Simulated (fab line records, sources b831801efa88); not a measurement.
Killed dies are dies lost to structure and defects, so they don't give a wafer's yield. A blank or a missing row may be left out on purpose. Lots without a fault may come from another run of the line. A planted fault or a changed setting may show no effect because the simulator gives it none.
Split-lot experiment | flow sfq_line | 5 lots, 12 wafers read, on a route of 325 steps

THE SPLIT
At SFQ_TRILAYER_M7_LITHO_COAT_177 (resist thk 600 nm), the setting resist_thk_nm was moved away from the recipe's 600 nm on 5 of the 12 wafers read, by -2.0% to +4.9%. The other wafers ran this setting at the recipe's value.

FROM THE SPLIT TO THE READING: what the file shows between them, 4 steps
- SFQ_TRILAYER_M7_LITHO_SOFTBAKE_181
- SFQ_TRILAYER_M7_LITHO_EXPOSE_178: exposes mask M7, target cd 500 nm
- SFQ_TRILAYER_M7_LITHO_DEVELOP_179: time 60 s
- SFQ_TRILAYER_M7_BARC_OPEN_METAL_ETCH_229: etches BARC in O2, target depth 125 nm, time 41.7 s

THE READING
KrF_of_TRILAYER_M7_LITHO_COAT_177.thk_nm (the simulator's own value, which no gauge read), in nm, at SFQ_TRILAYER_M7_ETCH_METAL_ETCH_180 (etches Nb in Cl2/Ar, stops on SiO2, target depth 240 nm, time 120 s). The file gives no usual value for it. The 7 wafers here that ran the recipe average 380.0 nm, standard deviation 5.6 nm.

wafer  | tool, chamber at the split | resist_thk_nm as run, nm | against the recipe | KrF_of_TRILAYER_M7_LITHO_COAT_177.thk_nm, nm | against lot-mates on the recipe
L074.1 | litho_track-01, 0          | 600                      | recipe             | 382.3                                        | -
L074.4 | litho_track-01, 0          | 600                      | recipe             | 381.8                                        | -
L074.5 | litho_track-01, 0          | 600                      | recipe             | 381.9                                        | -
L076.1 | litho_track-02, 0          | 587.8                    | -2.0%              | 367.9                                        | -15.9
L076.2 | litho_track-02, 0          | 600                      | recipe             | 381.3                                        | -
L076.4 | litho_track-02, 0          | 600                      | recipe             | 386.3                                        | -
L079.1 | litho_track-04, 0          | 609.7                    | +1.6%              | 388.4                                        | +21.4
L079.3 | litho_track-04, 0          | 600                      | recipe             | 367                                          | -
L080.2 | litho_track-01, 0          | 626.4                    | +4.4%              | 416.8                                        | no lot-mate on the recipe
L080.4 | litho_track-01, 0          | 626.4                    | +4.4%              | 413.4                                        | no lot-mate on the recipe
L084.1 | litho_track-01, 0          | 629.4                    | +4.9%              | 420                                          | +40.3
L084.2 | litho_track-01, 0          | 600                      | recipe             | 379.7                                        | -

THE FIT
A straight line over all 12 wafers: KrF_of_TRILAYER_M7_LITHO_COAT_177.thk_nm changes by +7.76 nm for each +1% of resist_thk_nm; r = +0.96; the points scatter about the line by 5.1 nm.
The same after taking each lot's own level away (the mean of its wafers on the recipe; 10 wafers): +8.48 nm for each +1%; r = +0.98; scatter 2.9 nm.
On that fit, the largest move of resist_thk_nm shifts the reading by 42 nm.
The lots' own levels span 367.00 to 383.80 nm, that is 3.0 times the standard deviation above.
So the lot-to-lot level changes the slope little: the two slopes agree.
Check: with one of the wafers moved furthest among these (+4.9%) left out of the fit, the line predicts +50 nm for it against its lot-mates. It came out at +40.3 nm against them.

OTHER SPLITS ON THESE WAFERS
These wafers also went through other splits before the reading. Each is held against what the fit with the lots' levels taken away leaves over:
other split on the same wafers               | wafers away from the commonest value | r with KrF_of_TRILAYER_M7_LITHO_COAT_177.thk_nm (lot level and that fit taken away)
SFQ_TRILAYER_C5_LITHO_EXPOSE_152 dose_mj     | 4                                    | +0.20
SFQ_TRILAYER_M6_LITHO_COAT_164 resist_thk_nm | 6                                    | +0.22
SFQ_TRILAYER_M6_LITHO_PEB_162 peb_time_s     | 4                                    | +0.38
SFQ_TRILAYER_M6_ETCH_METAL_ETCH_162 time_s   | 3                                    | -0.11
SFQ_TRILAYER_M7_DEP_SPUTTER_175 power_w      | 0                                    | -

THE WHOLE CHAIN: every reading that the file lists as answering this split, in the file's order
step                                     | what it does                                                        | reading                                                                                   | change (the file's fit)              | r (the file's)
SFQ_TRILAYER_M7_LITHO_COAT_177           | resist thk 600 nm                                                   | KrF_of_TRILAYER_M7_LITHO_COAT_177.thk_nm (the simulator's own value, which no gauge read) | +6.47 nm for each +1% of the setting | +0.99
SFQ_TRILAYER_M7_BARC_OPEN_METAL_ETCH_229 | etches BARC in O2, target depth 125 nm, time 41.7 s                 | KrF_of_TRILAYER_M7_LITHO_COAT_177.thk_nm (the simulator's own value, which no gauge read) | +6.34 nm for each +1% of the setting | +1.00
SFQ_TRILAYER_M7_ETCH_METAL_ETCH_180      | etches Nb in Cl2/Ar, stops on SiO2, target depth 240 nm, time 120 s | KrF_of_TRILAYER_M7_LITHO_COAT_177.thk_nm (the simulator's own value, which no gauge read) | +8.57 nm for each +1% of the setting | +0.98

THE FILE'S OWN FIT
KrF_of_TRILAYER_M7_LITHO_COAT_177.thk_nm changes by +8.57 nm for each +1% of resist_thk_nm, r = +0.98.
